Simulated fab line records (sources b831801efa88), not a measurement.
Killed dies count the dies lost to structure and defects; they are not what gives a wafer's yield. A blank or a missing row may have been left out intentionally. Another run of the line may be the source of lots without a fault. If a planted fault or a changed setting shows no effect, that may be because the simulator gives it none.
8D (eight disciplines) problem report, filled in by code / flow gf180mcu / the parts of the form that need people (team, actions taken, sign-off) are left out

## 1. PROBLEM STATEMENT
V4_CVD_00_THK at GF_V4_THK_MEAS_01 reads a mean of 304 nm on 9 wafers of 3 lots; wafers without a fault read 601 nm with a standard deviation of 5.4. That puts it -55 standard deviations away from the usual mean.
The first sign was on wafer L227.1 at day 26 05:52, on filmMetro-01. At this step, 36 wafers from 12 lots have a number in the record. Rule for "out", or "out of limits": more than 4 standard deviations from the usual mean. The other wafers with a number count as sound.

## 2. WHAT IT IS AND WHAT IT IS NOT
question=which readings at this step | is=V4_CVD_00_THK | is not=-
question=which lots | is=L227, L228, L229 | is not=L219, L220, L233, L236, L237, L238, L239, L241, L242
question=which wafers of those lots | is=all that have a number | is not=-
question=read on which gauges | is=filmMetro-01, filmMetro-02 | is not=filmMetro-04
question=when | is=from day 26 05:52 | is not=up to then (6 sound wafers); but 21 sound wafers of L233, L236, L237, L238, L239, L241, L242 came after

## 3. SUSPECTS, AND WHAT RULES EACH OUT
Counting: a tool at any process step up to the reading remains a suspect when it ran all the lots that are out and ran no sound lot after the first of those.
- ruled out: the gauge at GF_V4_THK_MEAS_01. The wafers that are out were read on 2 gauges (filmMetro-01, filmMetro-02).
- hdpcvd-01 at GF_V4_CVD_00 (deposits SiO2, target thk 600 nm, time 100 s): ruled out as a lasting fault. After its first lot that is out, L227 (day 26 05:47), sound lots L239, L241, L242 ran on it.
Left after counting: nothing in the record.

## 4. THE CAUSE (what the simulator had put in)
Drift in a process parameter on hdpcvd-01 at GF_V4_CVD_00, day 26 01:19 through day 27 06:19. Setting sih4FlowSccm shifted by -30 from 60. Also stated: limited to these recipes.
The count ruled it out by mistake, since the rule takes a fault to strike every lot its tool runs from the start of the fault on, and this one did not do so.

## 5. THE EFFECT CHAIN, in route order
Rows list readings where the struck wafers' mean (over those with a number) sits beyond 3 standard deviations from the usual. Scope: only readings with a usual standard deviation given in the record; hours: median across lots of the time from each lot's start at the first step in this table that gives one to its start at this step; sigmas: change in usual standard deviations.
hours=0; step=GF_V4_CVD_00; reading=sih4FlowSccm; usual=59.99 sccm; on struck wafers=29.99; change=-30.00; sigmas=-99 or more
hours=0; step=GF_V4_THK_MEAS_01; reading=V4_CVD_00_THK; usual=601 nm; on struck wafers=304; change=-297; sigmas=-55
Process steps it contains:
- GF_V4_CVD_00: deposits SiO2, target thk 600 nm, time 100 s.

## 6. HOW IT WOULD HAVE BEEN CAUGHT EARLIER
5 hours passed between the start of the fault at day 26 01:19 and the first reading out of limits at a measuring or inspecting step in this record, taken at day 26 05:52.
The tool's own readings at GF_V4_CVD_00 were out on every struck wafer that the step has a row for (sih4FlowSccm): an alarm limit on them would have fired on the first of those.
